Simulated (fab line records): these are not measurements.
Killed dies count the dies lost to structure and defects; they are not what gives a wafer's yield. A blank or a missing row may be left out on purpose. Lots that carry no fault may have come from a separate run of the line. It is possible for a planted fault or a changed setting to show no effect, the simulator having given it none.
A lot that was struck, set against a sound lot / flow gf180mcu / 14 steps out of a route of 602
Sound: these wafers, L865.2, L865.5, L865.6. Struck: wafers L872.1, L872.2, L872.5. The cause is named last.
At each step with rows: each side's tool, then ch and its chambers, then its first start. Under that, the readings that differ: sound wafers / struck wafers / difference of the means / sigmas: that difference in standard deviations of wafers without a fault.
alike: readings whose means differ by less than 2 such deviations, and words and numbers that are the same on both sides. not compared: withheld readings, readings that some wafer has no value for, bounds like >300 that may hide the same value, and numbers for which the record gives no deviation and whose values overlap.
Wherever a step has rows on one side only, a row that says differs or no value, or a row with sigmas, the two part there. Numbers that don't overlap but have no deviation are shown without sigmas and don't part them. Lack of a reading on every wafer of one side parts them only where that side has two or more wafers.

first, 8 steps without rows for these wafers: GF_V3_DEHYDRATE_06 (time 60 s); GF_V3_HMDS_07 (prime time 60 s); GF_V3_COAT_08; GF_V3_COAT_09 (resist thk 1000 nm); GF_V3_SOFTBAKE_10 (time 60 s); GF_V3_EXPOSE_11 (exposes mask Via3, target cd 260 nm); GF_V3_PEB_12 (peb time 90 s); GF_V3_DEVELOP_13 (develop time 60 s).
GF_V3_CD_MEAS_14: target cd 260 nm.
  struck on cd-sem-02, day 25 23:20; sound on cd-sem-02, day 23 09:01
  alike: cd-nm
GF_V3_OVL_MEAS_15:
  struck on overlay-01, day 25 23:27; sound on overlay-02, day 23 09:07
  alike: V3_OVL
GF_V3_ETCH_16: etches BARC in N2/H2.
  sound on rie-diel-01 ch 1,3, day 23 09:09; struck on rie-diel-04 ch 0,1,3, day 25 23:29
  alike: chamber-pressure-mTorr, drypump-motor-current-A, oes-product-au, throttle-valve-pct
GF_V3_ETCH_17: etches SiO2 in C4F8/O2/Ar, stops on TiN, target depth 635 nm.
  sound: rie-diel-01 ch 1,3; struck: rie-diel-04 ch 0,1,3
  alike: chamber-pressure-mTorr, oes-product-au
GF_V3_STRIP_18: strips in O2/N2.
  sound on plasma-asher-03 ch 0,1, day 23 09:17; struck on plasma-asher-04 ch 0,1, day 25 23:37
  no value came back on the struck wafers for chamber-pressure-mTorr (mTorr), drypump-motor-current-A (A), heater-power-w (W), oes-product-au (a.u.); on the sound wafers chamber-pressure-mTorr (mTorr) reads 1499.7 1498.7 1501.3
  not compared: rf-hours-counter-h
then, 1 step without rows for these wafers: GF_V3_STRIP_19 (strips in post etch residue remover, time 1200 s).

== WHERE THEY PART ==
Within this record, at GF_V3_STRIP_18 only.

WHY: what had been put in by the simulator
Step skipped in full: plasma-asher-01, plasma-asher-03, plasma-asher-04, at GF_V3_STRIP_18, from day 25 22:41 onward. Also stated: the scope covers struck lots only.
